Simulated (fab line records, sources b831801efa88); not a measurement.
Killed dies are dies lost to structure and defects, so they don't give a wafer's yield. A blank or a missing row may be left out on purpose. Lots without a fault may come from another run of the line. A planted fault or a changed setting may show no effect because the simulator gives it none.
Problem report in the 8D (eight disciplines) form, filled by code | flow sky130 | the parts of the form that need people (team, actions taken, sign-off) are left out

1. THE PROBLEM
VIA1_HDPCVD_THK at SKY_VIA1_THK_MEAS_01 reads a mean of 873 nm on 5 wafers of 2 lots; wafers without a fault read 1031 nm with a standard deviation of 11. That is -14 standard deviations from the usual mean.
First seen on wafer L839.3, day 36 21:31, on film_metro-02. The record holds 33 wafers of 11 lots with a number at this step. Rule for "out", or "out of limits": more than 4 standard deviations from the usual mean. The other wafers with a number count as sound.

2. WHAT IT IS AND WHAT IT IS NOT
question                    | is                                     | is not
which readings at this step | VIA1_HDPCVD_THK                        | -
which lots                  | L839, L840                             | L827, L830, L832, L833, L834, L836, L838, L847, L850
which wafers of those lots  | L839.3, L839.4, L839.5, L840.4, L840.5 | L840.6
read on which gauges        | film_metro-02                          | film_metro-01, film_metro-03
when                        | from day 36 21:31                      | up to then (21 sound wafers); but 7 sound wafers of L840, L847, L850 came after

3. SUSPECTS, AND WHAT RULES EACH OUT
Counting: a tool at a process step up to the reading stays a suspect if it ran every lot that is out. Sound lots after the first of them don't rule it out here, since some wafers of a struck lot are sound.
- the gauge at SKY_VIA1_THK_MEAS_01: ruled out. All the wafers that are out were read on film_metro-02, but those of them that SKY_VIA1_HDPCVD_00 has rows for are out there too, on other tools.
- rie_metal-02 at SKY_METAL1_DESCUM_17 (chemistry O2, time 8 s): kept. It ran every lot that is out, first L839 (day 36 20:26); its last sound lot up to then is L838 (day 36 13:26).
- hdpcvd-01 at SKY_VIA1_HDPCVD_00 (deposits SiO2, target thk 1030 nm, time 171.7 s): kept. It ran every lot that is out, first L839 (day 36 21:23); its last sound lot up to then is L838 (day 36 14:22). Its own readings are out on those wafers: run_length_s.
Left after counting: rie_metal-02 at SKY_METAL1_DESCUM_17, hdpcvd-01 at SKY_VIA1_HDPCVD_00.

4. THE CAUSE (what the simulator had put in)
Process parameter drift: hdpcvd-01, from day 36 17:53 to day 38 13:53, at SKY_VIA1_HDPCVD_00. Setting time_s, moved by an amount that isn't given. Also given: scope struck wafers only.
Counting left 2 suspects, and this tool is among them.

5. THE CHAIN OF EFFECTS, in route order
Each row: a reading whose mean over the struck wafers that have a number lies more than 3 standard deviations from the usual. Only readings for which the record gives a usual standard deviation are gone through. hours: the time from each lot's start at the first step in this table that gives one to its start at this step, as a median over the lots. sigmas: the change in usual standard deviations.
hours | step                 | reading         | usual   | on struck wafers | change | sigmas
0     | SKY_VIA1_HDPCVD_00   | run_length_s    | 199.6 s | 174.2            | -25.4  | -41
0     | SKY_VIA1_THK_MEAS_01 | VIA1_HDPCVD_THK | 1031 nm | 873              | -158   | -14
The process steps in it:
- SKY_VIA1_HDPCVD_00: deposits SiO2, target thk 1030 nm, time 171.7 s.

6. WHAT WOULD HAVE CAUGHT IT SOONER
In this record the first reading out of limits at a measuring or inspecting step was taken at day 36 21:31, 4 hours after the fault began at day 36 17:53.
The tool's own readings at SKY_VIA1_HDPCVD_00 were out on every struck wafer that the step has a row for (run_length_s): an alarm limit on them would have fired on the first of those.
Of the lots that are out (2), L840 began SKY_VIA1_HDPCVD_00 on hdpcvd-01 after day 36 21:31. A hold on the tool at that time would have spared it.
